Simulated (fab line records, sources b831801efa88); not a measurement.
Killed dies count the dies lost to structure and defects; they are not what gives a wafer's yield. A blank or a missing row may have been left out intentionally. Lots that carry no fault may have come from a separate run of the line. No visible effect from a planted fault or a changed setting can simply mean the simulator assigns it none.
Which tool is to blame? | flow sky130 | 11 lots, 30 wafers sampled, at 2 steps of a route of 708

## WHAT THE GAUGES READ, wafer by wafer
SKY_VIA1_THK_MEAS_01.
lot  | measured     | on            | VIA1_HDPCVD_THK (nm)
L440 | day 32 17:34 | film metro-04 | 1036 1022 1027
L441 | day 33 07:17 | film metro-02 | 1047 1032 1035
L442 | day 33 19:01 | film metro-01 | 1027 1032 1028
L443 | day 34 02:49 | film metro-02 | 1022 1033 1018
L445 | day 34 09:17 | film metro-01 | 1027 1027 1025
L446 | day 34 19:16 | film metro-04 | 1017 1028 1019
L447 | day 34 23:49 | film metro-04 | 1034 1019 1028
L450 | day 36 11:11 | film metro-02 | 1025
L452 | day 36 17:46 | film metro-01 | 1033 1032
L459 | day 38 11:16 | film metro-04 | 1031 1027 1017
L462 | day 39 03:35 | film metro-02 | 1039 1039 1029

SKY_VIA2_CD_MEAS_12 targets a cd of 200 nm.
lot  | measured     | on        | cd nm (nm)
L440 | day 36 02:58 | cd sem-01 | 197.2 196.2 199.4
L441 | day 36 16:04 | cd sem-02 | 200.9 203.0 202.3
L442 | day 37 03:35 | cd sem-02 | 199.8 199.7 200.8
L443 | day 37 11:26 | cd sem-02 | 199.8 201.3 200.4
L445 | day 37 16:50 | cd sem-02 | 199.4 200.8 201.2
L446 | day 38 02:39 | cd sem-02 | 201.7 200.2 200.9
L447 | day 38 09:17 | cd sem-02 | 202.0 201.0 201.5
L450 | day 39 18:48 | cd sem-02 | 197.2
L452 | day 40 00:58 | cd sem-02 | 199.2 199.8
L459 | day 41 16:22 | cd sem-01 | 201.7 201.3 202.7
L462 | day 42 08:58 | cd sem-01 | 199.9 198.5 199.8

## TOOL THAT RAN EACH LOT (tool first, then ch and the chambers of the sampled wafers, then the start)
The record holds no process step before these readings.

## AS READ BY THE TOOLS THEMSELVES (means over the sampled wafers that have a number; for cases with no such wafer, the mark the record gives instead)
The record holds no such reading with a usual standard deviation.

## THE ANSWER, worked out from the rows above alone
Rule: the usual values come from the lots themselves. The widest of any qualifying gaps counts: lots, ordered by their means at a reading, are off when they make up no more than a third of the lots, leave a main group of 4 or more, and stand apart from it by 3 or more times the standard deviation of that group's means. If all means in a main group match to the digits the tables above print for the reading, that group is not used. Also off: a lot with no number at a reading for which 4 or more lots have one. Where the step has rows for the other lots, those lots are counted as sound. Order of review: gauges by route order, followed by the tools' own readings, for which a lot's mean as printed above is used. The first step at which some lot is off is used, and at that step the reading that is off furthest; a lot without a number counts as furthest.
Nothing can be told from this: no lot is off at any reading shown.

## WHAT THE SIMULATOR HAD INSERTED
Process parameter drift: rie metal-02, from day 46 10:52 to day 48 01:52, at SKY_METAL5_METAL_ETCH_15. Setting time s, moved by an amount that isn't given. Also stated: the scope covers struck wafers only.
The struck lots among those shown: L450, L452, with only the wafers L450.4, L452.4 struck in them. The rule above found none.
